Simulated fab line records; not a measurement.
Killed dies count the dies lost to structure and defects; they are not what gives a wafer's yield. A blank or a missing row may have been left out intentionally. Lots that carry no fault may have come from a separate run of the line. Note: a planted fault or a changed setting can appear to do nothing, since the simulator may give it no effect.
fab line records ; flow sky130 ; part 1 of 2: steps 1 to 28 of 38
[record] lots = 5; wafers = 15; last_day = 49
route steps=708 shown SONOS_ONO@186 GATE_OXIDE@187 POLY_GATE@204 RES_PROTECT@206
lots with no fault: from the same line, run without faults
start_h: hours from the record's first day to the start of the lot's first wafer shown ; wait_h: time in hours since the lot's previous step ; " repeats the value in the row above ; L1.1+2: a single row standing in for several wafers ; - no value, or no start given ; * or withheld: withheld ; < > ~ a bound
route shown NAME@n: a module of which the file shows steps, and the number in the route of the first ; usual: mean/standard deviation taken from wafers without a fault ; same: alike in all rows ; chamber/n: place in a boat ; sites: the reading at each site ; _std_site: the values' standard deviation ; _edge_site: outer sites' mean less inner sites' ; radius_mm: how far each site lies from the wafer's centre ; mask NAME#n: copy n ; behind: the tool/chamber that last shaped the wafer ; hold: why the lot was held/for how many hours/how that ended ; device: transistor that didn't switch, given as n, p or np ; end of line: the same wafers' tests at the end of the route ; a step without rows: its recipe alone ; killed: count of dies lost to structure and defects at first sort (not the wafer's yield) ; map: dies across one wafer; x = killed, . = not, _ = none there
set.NAME: setting as actually run; set.NAME@STEP: the setting as run at that earlier step ; model.NAME: the simulator's own value behind a step, which no gauge read
lots seen at some steps along the route; tables by step, rows by wafer
services: from which hour (start_h, from the record's first day; less than 0 if before it) a tool's chamber was out of use, for how many hours, and why
[[steps]]
[step SKY_SONOS_ONO_WET_ETCH_18]
[recipe] chemistry = H3PO4; target_depth_nm = 15; target = Si3N4; temp_c = 160; time_s = 172
lot.wafer;tool;chamber;start_h;wait_h
L075.1+4+5;wet_bench-02;1;286.92;0.1
L077.3+5+6;wet_bench-04;3;300.40;0.0
L078.3+5+6;wet_bench-02;2;405.77;0.0
L085.1+2+5;wet_bench-03;0;407.73;0.1
L092.2+5+6;wet_bench-02;3;428.70;0.1
[step SKY_GATE_OXIDE_CLEAN_00]
[recipe] chemistry = SC1/SC2; mix = 1:4:20; temp_c = 70; time_s = 150; dry = n2_spin
lot.wafer;tool;chamber;start_h;wait_h
L075.1+4+5;wet_bench-03;0;286.98;0.0
L077.3+5+6;wet_bench-03;1;300.46;0.0
L078.3+5+6;wet_bench-03;3;405.83;0.0
L085.1+2+5;wet_bench-04;2;407.78;0.0
L092.2+5+6;wet_bench-04;2;428.76;0.0
[step SKY_GATE_OXIDE_OXIDATION_01]
[recipe] temp_c = 900; ambient = O2; stabilise_s = 600; purge_s = 300; target_thk_a = 102.68; ox_time_s = 1473
lot.wafer;tool;chamber;start_h;wait_h
L075.1+4+5;furnace-01;0;290.09;3.1
L077.3+5+6;furnace-02;0;303.27;2.8
L078.3+5+6;furnace-02;0;405.88;0.0
L085.1+2+5;furnace-01;0;408.04;0.2
L092.2+5+6;furnace-01;0;429.39;0.6
[step SKY_GATE_OXIDE_THK_MEAS_02]
[recipe] reads = SiO2_of_GATE_OXIDE_OXIDATION_01
[usual] GATE_OXIDE_OXIDATION_00_THK = 10.31/0.25
lot.wafer;tool;chamber;start_h;wait_h;GATE_OXIDE_OXIDATION_00_THK[nm]
L075.1;film_metro-03;-;291.50;0.0;10.80
L075.4;film_metro-03;-;291.50;0.0;10.69
L075.5;film_metro-03;-;291.50;0.0;10.70
L077.3;film_metro-01;-;304.70;0.0;10.29
L077.5;film_metro-01;-;304.70;0.0;10.03
L077.6;film_metro-01;-;304.70;0.0;10.34
L078.3;film_metro-01;-;407.31;0.0;10.09
L078.5;film_metro-01;-;407.31;0.0;10.07
L078.6;film_metro-01;-;407.31;0.0;10.05
L085.1;film_metro-03;-;409.45;0.0;10.25
L085.2;film_metro-03;-;409.45;0.0;10.51
L085.5;film_metro-03;-;409.45;0.0;10.33
L092.2;film_metro-01;-;430.81;0.0;10.41
L092.5;film_metro-01;-;430.81;0.0;10.56
L092.6;film_metro-01;-;430.81;0.0;10.51
[step SKY_GATE_OXIDE_DEHYDRATE_03]
[recipe] temp_c = 200; time_s = 60
[usual] exhaust_pa = 45.0/0.82; plate_temp_C = 199.99/0.15
lot.wafer;tool;chamber;start_h;wait_h;exhaust_pa;plate_temp_C
L075.1;litho_track-03;0;303.31;11.8;44.6;199.89
L075.4;litho_track-03;0;303.31;11.8;45.1;200.09
L075.5;litho_track-03;0;303.31;11.8;45.3;200.17
L077.3;litho_track-01;0;315.81;11.1;44.7;200.11
L077.5;litho_track-01;0;315.81;11.1;44.3;200.11
L077.6;litho_track-01;0;315.81;11.1;45.3;199.96
L078.3;litho_track-03;0;421.56;14.2;44.5;200.10
L078.5;litho_track-03;0;421.56;14.2;46.1;199.83
L078.6;litho_track-03;0;421.56;14.2;45.1;199.82
L085.1;litho_track-03;0;423.91;14.4;45.6;199.86
L085.2;litho_track-03;0;423.91;14.4;44.7;199.95
L085.5;litho_track-03;0;423.91;14.4;45.3;199.96
L092.2;litho_track-01;0;444.73;13.9;44.7;199.99
L092.5;litho_track-01;0;444.73;13.9;43.3;199.90
L092.6;litho_track-01;0;444.73;13.9;44.2;199.78
[step SKY_GATE_OXIDE_HMDS_04]
[recipe] prime_time_s = 60; prime_temp_c = 120
[usual] exhaust_pa = 45.1/0.76; prime_temp_c = 119.97/0.14
lot.wafer;tool;chamber;start_h;wait_h;exhaust_pa;prime_temp_c
L075.1;litho_track-03;0;303.46;0.1;45.3;120.01
L075.4;litho_track-03;0;303.46;0.1;45.6;119.73
L075.5;litho_track-03;0;303.46;0.1;44.3;119.91
L077.3;litho_track-01;0;315.96;0.1;44.5;119.92
L077.5;litho_track-01;0;315.96;0.1;44.9;119.65
L077.6;litho_track-01;0;315.96;0.1;45.4;119.88
L078.3;litho_track-03;0;421.71;0.1;45.1;119.93
L078.5;litho_track-03;0;421.71;0.1;45.1;120.14
L078.6;litho_track-03;0;421.71;0.1;44.6;120.04
L085.1;litho_track-03;0;424.06;0.1;45.0;119.85
L085.2;litho_track-03;0;424.06;0.1;45.2;120.05
L085.5;litho_track-03;0;424.06;0.1;44.0;119.86
L092.2;litho_track-01;0;444.88;0.1;46.0;120.22
L092.5;litho_track-01;0;444.88;0.1;44.9;120.10
L092.6;litho_track-01;0;444.88;0.1;44.4;120.00
[step SKY_GATE_OXIDE_COAT_05]
[recipe] resist = NOVOLAK; spin_rpm = 3000; resist_thk_nm = 1140
[usual] exhaust_pa = 45.0/0.83
lot.wafer;tool;chamber;start_h;wait_h;exhaust_pa
L075.1;litho_track-03;0;303.61;0.1;44.8
L075.4;litho_track-03;0;303.61;0.1;46.8
L075.5;litho_track-03;0;303.61;0.1;45.0
L077.3;litho_track-01;0;316.11;0.1;45.9
L077.5;litho_track-01;0;316.11;0.1;45.7
L077.6;litho_track-01;0;316.11;0.1;46.2
L078.3;litho_track-03;0;421.86;0.1;44.3
L078.5;litho_track-03;0;421.86;0.1;44.0
L078.6;litho_track-03;0;421.86;0.1;43.2
L085.1;litho_track-03;0;424.21;0.1;44.2
L085.2;litho_track-03;0;424.21;0.1;44.2
L085.5;litho_track-03;0;424.21;0.1;44.9
L092.2;litho_track-01;0;445.03;0.1;44.8
L092.5;litho_track-01;0;445.03;0.1;44.9
L092.6;litho_track-01;0;445.03;0.1;43.4
[step SKY_GATE_OXIDE_SOFTBAKE_06]
[recipe] temp_c = 90; time_s = 60; resist = NOVOLAK
[usual] exhaust_pa = 44.9/0.9; plate_temp_C = 90.00/0.11
lot.wafer;tool;chamber;start_h;wait_h;exhaust_pa;plate_temp_C
L075.1;litho_track-03;0;303.76;0.1;44.6;90.03
L075.4;litho_track-03;0;303.76;0.1;44.4;89.95
L075.5;litho_track-03;0;303.76;0.1;44.4;90.01
L077.3;litho_track-01;0;316.26;0.1;44.8;90.20
L077.5;litho_track-01;0;316.26;0.1;44.6;90.09
L077.6;litho_track-01;0;316.26;0.1;45.1;90.01
L078.3;litho_track-03;0;422.01;0.1;44.5;89.92
L078.5;litho_track-03;0;422.01;0.1;45.6;90.02
L078.6;litho_track-03;0;422.01;0.1;46.2;89.82
L085.1;litho_track-03;0;424.36;0.1;44.6;90.09
L085.2;litho_track-03;0;424.36;0.1;43.8;90.19
L085.5;litho_track-03;0;424.36;0.1;45.3;89.99
L092.2;litho_track-01;0;445.18;0.1;45.3;90.07
L092.5;litho_track-01;0;445.18;0.1;45.2;89.94
L092.6;litho_track-01;0;445.18;0.1;45.5;90.11
[step SKY_GATE_OXIDE_EXPOSE_07]
[recipe] mask_id = LVOM; na = 0.6; source_shape = conventional; sigma_outer = 0.6; polarization = unpolarized; target_cd_nm = 600; dose_mj = 170
lot.wafer;tool;chamber;start_h;wait_h;mask
L075.1+4+5;iline_stepper-02;0;-;-;LVOM#0
L077.3+5+6;iline_stepper-01;0;-;-;LVOM#0
L078.3+5+6;iline_stepper-02;0;-;-;LVOM#0
L085.1+2+5;iline_stepper-01;0;-;-;LVOM#0
L092.2+5+6;iline_stepper-02;0;-;-;LVOM#0
[step SKY_GATE_OXIDE_PEB_08]
[recipe] temp_c = withheld; time_s = *; resist = NOVOLAK
[usual] exhaust_pa = 45.0/0.92
lot.wafer;tool;chamber;start_h;wait_h;exhaust_pa
L075.1;litho_track-03;0;-;-;46.1
L075.4;litho_track-03;0;-;-;45.2
L075.5;litho_track-03;0;-;-;46.6
L077.3;litho_track-03;0;-;-;46.5
L077.5;litho_track-03;0;-;-;45.2
L077.6;litho_track-03;0;-;-;45.5
L078.3;litho_track-03;0;-;-;46.0
L078.5;litho_track-03;0;-;-;45.7
L078.6;litho_track-03;0;-;-;46.1
L085.1;litho_track-03;0;-;-;42.9
L085.2;litho_track-03;0;-;-;42.8
L085.5;litho_track-03;0;-;-;43.2
L092.2;litho_track-04;0;-;-;46.6
L092.5;litho_track-04;0;-;-;46.1
L092.6;litho_track-04;0;-;-;45.8
[step SKY_GATE_OXIDE_DEVELOP_09]
[recipe] resist = NOVOLAK; developer = TMAH; develop_time_s = 60; dev_temp_c = 23
[usual] developer_temp_C = 22.98/0.11; exhaust_pa = 45.3/0.88
lot.wafer;tool;chamber;start_h;wait_h;developer_temp_C;exhaust_pa
L075.1;litho_track-03;0;315.51;0.1;23.07;45.0
L075.4;litho_track-03;0;315.51;0.1;23.23;45.8
L075.5;litho_track-03;0;315.51;0.1;23.23;45.2
L077.3;litho_track-03;0;329.06;0.1;23.05;43.6
L077.5;litho_track-03;0;329.06;0.1;23.10;45.3
L077.6;litho_track-03;0;329.06;0.1;23.18;44.4
L078.3;litho_track-03;0;436.56;0.1;22.93;46.0
L078.5;litho_track-03;0;436.56;0.1;22.95;44.4
L078.6;litho_track-03;0;436.56;0.1;22.90;44.5
L085.1;litho_track-03;0;438.35;0.1;22.96;44.6
L085.2;litho_track-03;0;438.35;0.1;22.88;46.0
L085.5;litho_track-03;0;438.35;0.1;22.88;46.3
L092.2;litho_track-04;0;460.67;0.1;22.93;44.5
L092.5;litho_track-04;0;460.67;0.1;22.97;44.1
L092.6;litho_track-04;0;460.67;0.1;23.00;44.3
[step SKY_GATE_OXIDE_OVL_MEAS_10]
[usual] GATE_OXIDE_OVL = -0.2/1.4
lot.wafer;tool;chamber;start_h;wait_h;GATE_OXIDE_OVL[nm]
L075.1;overlay-02;-;315.66;0.1;0.4
L075.4;overlay-02;-;315.66;0.1;1.8
L075.5;overlay-02;-;315.66;0.1;-0.5
L077.3;overlay-02;-;329.17;0.1;2.2
L077.5;overlay-02;-;329.17;0.1;0.7
L077.6;overlay-02;-;329.17;0.1;1.8
L078.3;overlay-01;-;436.67;0.1;-1.2
L078.5;overlay-01;-;436.67;0.1;-1.7
L078.6;overlay-01;-;436.67;0.1;-1.5
L085.1;overlay-01;-;438.50;0.1;-0.3
L085.2;overlay-01;-;438.50;0.1;0.6
L085.5;overlay-01;-;438.50;0.1;-1.5
L092.2;overlay-01;-;460.81;0.1;1.8
L092.5;overlay-01;-;460.81;0.1;2.0
L092.6;overlay-01;-;460.81;0.1;0.4
[step SKY_GATE_OXIDE_IMPLANT_11]
[recipe] species = B; energy_kev = 10; dose_cm2 = 2.6e+12; tilt_deg = withheld
lot.wafer;tool;chamber;start_h;wait_h
L075.1+4+5;implanter-01;0;315.69;0.0
L077.3+5+6;implanter-02;0;329.24;0.1
L078.3+5+6;implanter-02;0;436.74;0.1
L085.1+2+5;implanter-04;0;438.54;0.0
L092.2+5+6;implanter-04;0;460.86;0.0
[step SKY_GATE_OXIDE_WET_ETCH_12]
[recipe] chemistry = dHF; target_depth_nm = 16.8; dry = n2_spin; target = SiO2; dilution = 100:1; temp_c = 25; time_s = 336
lot.wafer;tool;chamber;start_h;wait_h
L075.1+4+5;wet_bench-03;0;315.84;0.1
L077.3+5+6;wet_bench-03;3;329.34;0.1
L078.3+5+6;wet_bench-02;3;436.84;0.1
L085.1+2+5;wet_bench-02;3;438.69;0.1
L092.2+5+6;wet_bench-04;1;460.99;0.1
[step SKY_GATE_OXIDE_STRIP_13]
[recipe] chemistry = O2/N2; power_w = 1400; pressure_mtorr = 1500; platen_temp_c = withheld; o2_flow_sccm = 3000; n2_flow_sccm = 300; overash_fraction = 0.5
[usual] drypump_motor_current_A = 5.6/0.53; oes_product_au = 0.716/0.0049; strip_time_to_endpoint_s = 14.16/0.038
lot.wafer;tool;chamber;start_h;wait_h;drypump_motor_current_A;oes_product_au;rf_hours_counter_h;strip_time_to_endpoint_s
L075.1;plasma_asher-02;0;315.94;0.0;6.8;0.717;51;14.17
L075.4;plasma_asher-02;0;315.94;0.0;6.8;0.722;-;14.19
L075.5;plasma_asher-02;1;315.94;0.0;5.3;0.725;-;14.19
L077.3;plasma_asher-02;0;329.49;0.0;6.8;0.715;-;14.16
L077.5;plasma_asher-02;1;329.49;0.0;5.4;0.712;-;14.17
L077.6;plasma_asher-02;0;329.49;0.0;6.8;0.716;-;14.15
L078.3;plasma_asher-03;0;436.98;0.0;5.8;0.714;-;14.13
L078.5;plasma_asher-03;1;436.98;0.0;4.9;0.713;-;14.12
L078.6;plasma_asher-03;0;436.98;0.0;5.8;0.719;-;14.15
L085.1;plasma_asher-03;1;438.80;0.0;4.9;0.712;1;14.21
L085.2;plasma_asher-03;0;438.80;0.0;5.8;0.713;1;14.14
L085.5;plasma_asher-03;1;438.80;0.0;5.0;0.716;-;14.15
L092.2;plasma_asher-01;0;461.10;0.0;5.3;0.711;34;14.15
L092.5;plasma_asher-01;1;461.10;0.0;5.6;0.715;-;14.19
L092.6;plasma_asher-01;0;461.10;0.0;5.3;0.722;-;14.19
[step SKY_GATE_OXIDE_TW_MEAS_14]
[usual] GATE_OXIDE_TW = 223.4/2.1
lot.wafer;tool;chamber;start_h;wait_h;GATE_OXIDE_TW
L075.1;film_metro-04;-;316.04;0.1;225.2
L075.4;film_metro-04;-;316.04;0.1;226.4
L075.5;film_metro-04;-;316.04;0.1;227.3
L077.3;film_metro-03;-;329.57;0.1;222.1
L077.5;film_metro-03;-;329.57;0.1;221.5
L077.6;film_metro-03;-;329.57;0.1;223.1
L078.3;film_metro-01;-;437.06;0.1;220.1
L078.5;film_metro-01;-;437.06;0.1;219.2
L078.6;film_metro-01;-;437.06;0.1;220.3
L085.1;film_metro-04;-;438.90;0.1;223.2
L085.2;film_metro-04;-;438.90;0.1;224.3
L085.5;film_metro-04;-;438.90;0.1;224.7
L092.2;film_metro-03;-;461.21;0.1;223.9
L092.5;film_metro-03;-;461.21;0.1;224.7
L092.6;film_metro-03;-;461.21;0.1;224.1
[step SKY_GATE_OXIDE_CLEAN_15]
[recipe] chemistry = SC1/SC2; mix = 1:4:20; temp_c = 70; time_s = 150; dry = n2_spin
lot.wafer;tool;chamber;start_h;wait_h
L075.1+4+5;wet_bench-03;1;316.10;0.1
L077.3+5+6;wet_bench-02;3;329.61;0.0
L078.3+5+6;wet_bench-02;2;437.10;0.0
L085.1+2+5;wet_bench-03;0;438.96;0.1
L092.2+5+6;wet_bench-03;1;461.26;0.0
[step SKY_GATE_OXIDE_OXIDATION_16]
[recipe] temp_c = 800; ambient = O2; idle_temp_c = 700; ramp_up_c_per_min = 10; ramp_down_c_per_min = 3; stabilise_s = 600; purge_s = 300; target_thk_a = 35.7; ox_time_s = 1915
lot.wafer;tool;chamber;start_h;wait_h
L075.1+4+5;furnace-02;0;316.15;0.0
L077.3+5+6;furnace-02;0;331.29;1.6
L078.3+5+6;furnace-02;0;439.79;2.6
L085.1+2+5;furnace-02;0;439.79;0.8
L092.2+5+6;furnace-02;0;461.31;0.0
[step SKY_POLY_GATE_CVD_00]
[recipe] material = poly-Si; target_thk_nm = 180; temp_c = 620; time_s = 720; pressure_mtorr = 200
[usual] pressure_mtorr = 200.0/0.38
lot.wafer;tool;chamber;start_h;wait_h;pressure_mtorr
L075.1;lpcvd-01;0;317.69;0.0;199.5
L075.4;lpcvd-01;0;317.69;0.0;200.0
L075.5;lpcvd-01;0;317.69;0.0;199.9
L077.3;lpcvd-01;0;332.83;0.0;199.8
L077.5;lpcvd-01;0;332.83;0.0;200.0
L077.6;lpcvd-01;0;332.83;0.0;199.7
L078.3;lpcvd-01;0;441.32;0.0;199.9
L078.5;lpcvd-01;0;441.32;0.0;199.9
L078.6;lpcvd-01;0;441.32;0.0;200.5
L085.1;lpcvd-01;1;441.32;0.0;199.9
L085.2;lpcvd-01;1;441.32;0.0;200.3
L085.5;lpcvd-01;1;441.32;0.0;200.3
L092.2;lpcvd-01;1;462.84;0.0;200.4
L092.5;lpcvd-01;1;462.84;0.0;200.2
L092.6;lpcvd-01;1;462.84;0.0;199.8
[step SKY_POLY_GATE_THK_MEAS_01]
[recipe] reads = poly-Si_of_POLY_GATE_CVD_00
[usual] POLY_GATE_CVD_00_THK = 178.8/1.6
lot.wafer;tool;chamber;start_h;wait_h;POLY_GATE_CVD_00_THK[nm]
L075.1;film_metro-04;-;318.89;0.0;178.0
L075.4;film_metro-04;-;318.89;0.0;178.0
L075.5;film_metro-04;-;318.89;0.0;178.0
L077.3;film_metro-02;-;334.05;0.0;178.9
L077.5;film_metro-02;-;334.05;0.0;179.9
L077.6;film_metro-02;-;334.05;0.0;178.3
L078.3;film_metro-04;-;442.54;0.0;178.9
L078.5;film_metro-04;-;442.54;0.0;179.5
L078.6;film_metro-04;-;442.54;0.0;179.3
L085.1;film_metro-03;-;442.58;0.1;180.5
L085.2;film_metro-03;-;442.58;0.1;179.2
L085.5;film_metro-03;-;442.58;0.1;180.4
L092.2;film_metro-04;-;464.05;0.0;175.2
L092.5;film_metro-04;-;464.05;0.0;176.4
L092.6;film_metro-04;-;464.05;0.0;176.7
[step SKY_RES_PROTECT_DEHYDRATE_00]
[recipe] temp_c = 200; time_s = 60
[usual] exhaust_pa = 45.1/0.8; plate_temp_C = 199.98/0.14
lot.wafer;tool;chamber;start_h;wait_h;exhaust_pa;plate_temp_C
L075.1;litho_track-01;0;331.41;12.5;44.7;199.83
L075.4;litho_track-01;0;331.41;12.5;46.3;199.80
L075.5;litho_track-01;0;331.41;12.5;44.4;199.90
L077.3;litho_track-04;0;346.30;12.2;44.5;199.99
L077.5;litho_track-04;0;346.30;12.2;44.2;199.99
L077.6;litho_track-04;0;346.30;12.2;45.6;200.14
L078.3;litho_track-02;0;456.99;14.4;45.3;199.93
L078.5;litho_track-02;0;456.99;14.4;44.8;199.88
L078.6;litho_track-02;0;456.99;14.4;44.8;199.94
L085.1;litho_track-01;0;457.11;14.5;45.3;199.85
L085.2;litho_track-01;0;457.11;14.5;45.2;200.03
L085.5;litho_track-01;0;457.11;14.5;43.7;200.04
L092.2;litho_track-01;0;477.98;13.9;46.1;200.03
L092.5;litho_track-01;0;477.98;13.9;44.8;200.19
L092.6;litho_track-01;0;477.98;13.9;45.9;199.85
[step SKY_RES_PROTECT_HMDS_01]
[recipe] prime_time_s = 60; prime_temp_c = 120
[usual] exhaust_pa = 45.1/0.85; prime_temp_c = 120.01/0.14
lot.wafer;tool;chamber;start_h;wait_h;exhaust_pa;prime_temp_c
L075.1;litho_track-01;0;331.56;0.1;44.7;119.90
L075.4;litho_track-01;0;331.56;0.1;44.6;119.83
L075.5;litho_track-01;0;331.56;0.1;45.3;119.86
L077.3;litho_track-04;0;346.45;0.1;47.8;120.03
L077.5;litho_track-04;0;346.45;0.1;45.3;120.12
L077.6;litho_track-04;0;346.45;0.1;45.7;120.09
L078.3;litho_track-02;0;457.14;0.1;44.0;119.97
L078.5;litho_track-02;0;457.14;0.1;43.6;119.87
L078.6;litho_track-02;0;457.14;0.1;44.3;119.77
L085.1;litho_track-01;0;457.26;0.1;45.8;119.94
L085.2;litho_track-01;0;457.26;0.1;44.9;119.98
L085.5;litho_track-01;0;457.26;0.1;46.1;119.97
L092.2;litho_track-01;0;478.13;0.1;45.1;120.08
L092.5;litho_track-01;0;478.13;0.1;44.1;120.10
L092.6;litho_track-01;0;478.13;0.1;44.2;120.06
[step SKY_RES_PROTECT_COAT_02]
[recipe] resist = NOVOLAK; spin_rpm = 3000; resist_thk_nm = 1140
[usual] exhaust_pa = 44.9/0.89
lot.wafer;tool;chamber;start_h;wait_h;exhaust_pa
L075.1;litho_track-01;0;331.71;0.1;45.9
L075.4;litho_track-01;0;331.71;0.1;47.1
L075.5;litho_track-01;0;331.71;0.1;45.8
L077.3;litho_track-04;0;346.60;0.1;43.6
L077.5;litho_track-04;0;346.60;0.1;45.2
L077.6;litho_track-04;0;346.60;0.1;45.6
L078.3;litho_track-02;0;457.29;0.1;44.5
L078.5;litho_track-02;0;457.29;0.1;44.7
L078.6;litho_track-02;0;457.29;0.1;45.2
L085.1;litho_track-01;0;457.41;0.1;44.5
L085.2;litho_track-01;0;457.41;0.1;44.6
L085.5;litho_track-01;0;457.41;0.1;46.5
L092.2;litho_track-01;0;478.28;0.1;43.4
L092.5;litho_track-01;0;478.28;0.1;45.1
L092.6;litho_track-01;0;478.28;0.1;44.3
[step SKY_RES_PROTECT_SOFTBAKE_03]
[recipe] temp_c = 90; time_s = 60; resist = NOVOLAK
[usual] exhaust_pa = 45.1/0.85; plate_temp_C = 89.98/0.12
lot.wafer;tool;chamber;start_h;wait_h;exhaust_pa;plate_temp_C
L075.1;litho_track-01;0;331.86;0.1;46.2;90.06
L075.4;litho_track-01;0;331.86;0.1;45.1;89.95
L075.5;litho_track-01;0;331.86;0.1;44.9;89.94
L077.3;litho_track-04;0;346.75;0.1;46.1;89.84
L077.5;litho_track-04;0;346.75;0.1;46.6;89.90
L077.6;litho_track-04;0;346.75;0.1;46.5;89.99
L078.3;litho_track-02;0;457.44;0.1;45.8;90.19
L078.5;litho_track-02;0;457.44;0.1;43.9;89.96
L078.6;litho_track-02;0;457.44;0.1;44.2;89.96
L085.1;litho_track-01;0;457.56;0.1;45.1;90.14
L085.2;litho_track-01;0;457.56;0.1;43.9;89.98
L085.5;litho_track-01;0;457.56;0.1;44.8;89.88
L092.2;litho_track-01;0;478.43;0.1;44.6;89.80
L092.5;litho_track-01;0;478.43;0.1;45.3;89.87
L092.6;litho_track-01;0;478.43;0.1;45.0;90.00
[step SKY_RES_PROTECT_EXPOSE_04]
[recipe] mask_id = RPM; na = 0.6; source_shape = conventional; sigma_outer = 0.6; polarization = unpolarized; target_cd_nm = 1270; dose_mj = 131
lot.wafer;tool;chamber;start_h;wait_h;mask
L075.1+4+5;iline_stepper-01;0;-;-;RPM#0
L077.3+5+6;iline_stepper-01;0;-;-;RPM#0
L078.3+5+6;iline_stepper-01;0;-;-;RPM#0
L085.1+2+5;iline_stepper-01;0;-;-;RPM#0
L092.2+5+6;iline_stepper-01;0;-;-;RPM#0
[step SKY_RES_PROTECT_PEB_05]
[recipe] temp_c = withheld; time_s = *; resist = NOVOLAK
[usual] exhaust_pa = 45.0/0.78
lot.wafer;tool;chamber;start_h;wait_h;exhaust_pa
L075.1;litho_track-01;0;-;-;45.9
L075.4;litho_track-01;0;-;-;43.6
L075.5;litho_track-01;0;-;-;44.9
L077.3;litho_track-04;0;-;-;45.8
L077.5;litho_track-04;0;-;-;45.9
L077.6;litho_track-04;0;-;-;46.0
L078.3;litho_track-04;0;-;-;46.1
L078.5;litho_track-04;0;-;-;45.7
L078.6;litho_track-04;0;-;-;45.4
L085.1;litho_track-02;0;-;-;45.7
L085.2;litho_track-02;0;-;-;44.5
L085.5;litho_track-02;0;-;-;45.5
L092.2;litho_track-02;0;-;-;45.6
L092.5;litho_track-02;0;-;-;45.6
L092.6;litho_track-02;0;-;-;45.4
[step SKY_RES_PROTECT_DEVELOP_06]
[recipe] resist = NOVOLAK; developer = TMAH; develop_time_s = 60; dev_temp_c = 23
[usual] developer_temp_C = 22.98/0.11; exhaust_pa = 45.0/0.82
lot.wafer;tool;chamber;start_h;wait_h;developer_temp_C;exhaust_pa
L075.1;litho_track-01;0;344.96;0.1;22.99;44.5
L075.4;litho_track-01;0;344.96;0.1;22.89;44.8
L075.5;litho_track-01;0;344.96;0.1;22.96;46.1
L077.3;litho_track-04;0;359.45;0.1;23.23;43.5
L077.5;litho_track-04;0;359.45;0.1;23.07;44.6
L077.6;litho_track-04;0;359.45;0.1;22.95;45.4
L078.3;litho_track-04;0;472.95;0.1;23.03;44.3
L078.5;litho_track-04;0;472.95;0.1;22.97;45.0
L078.6;litho_track-04;0;472.95;0.1;23.03;44.5
L085.1;litho_track-02;0;473.14;0.1;23.07;44.0
L085.2;litho_track-02;0;473.14;0.1;22.96;45.4
L085.5;litho_track-02;0;473.14;0.1;22.98;46.5
L092.2;litho_track-02;0;493.47;0.1;22.98;43.1
L092.5;litho_track-02;0;493.47;0.1;23.13;44.6
L092.6;litho_track-02;0;493.47;0.1;22.99;44.5
[step SKY_POLY_GATE_IMPLANT_02]
[recipe] species = P; energy_kev = 30; dose_cm2 = 7.7e+15; tilt_deg = 0
lot.wafer;tool;chamber;start_h;wait_h
L075.1+4+5;implanter-01;0;345.11;0.1
L077.3+5+6;implanter-01;0;359.60;0.1
L078.3+5+6;implanter-02;0;473.10;0.1
L085.1+2+5;implanter-02;0;473.29;0.1
L092.2+5+6;implanter-03;0;493.62;0.1
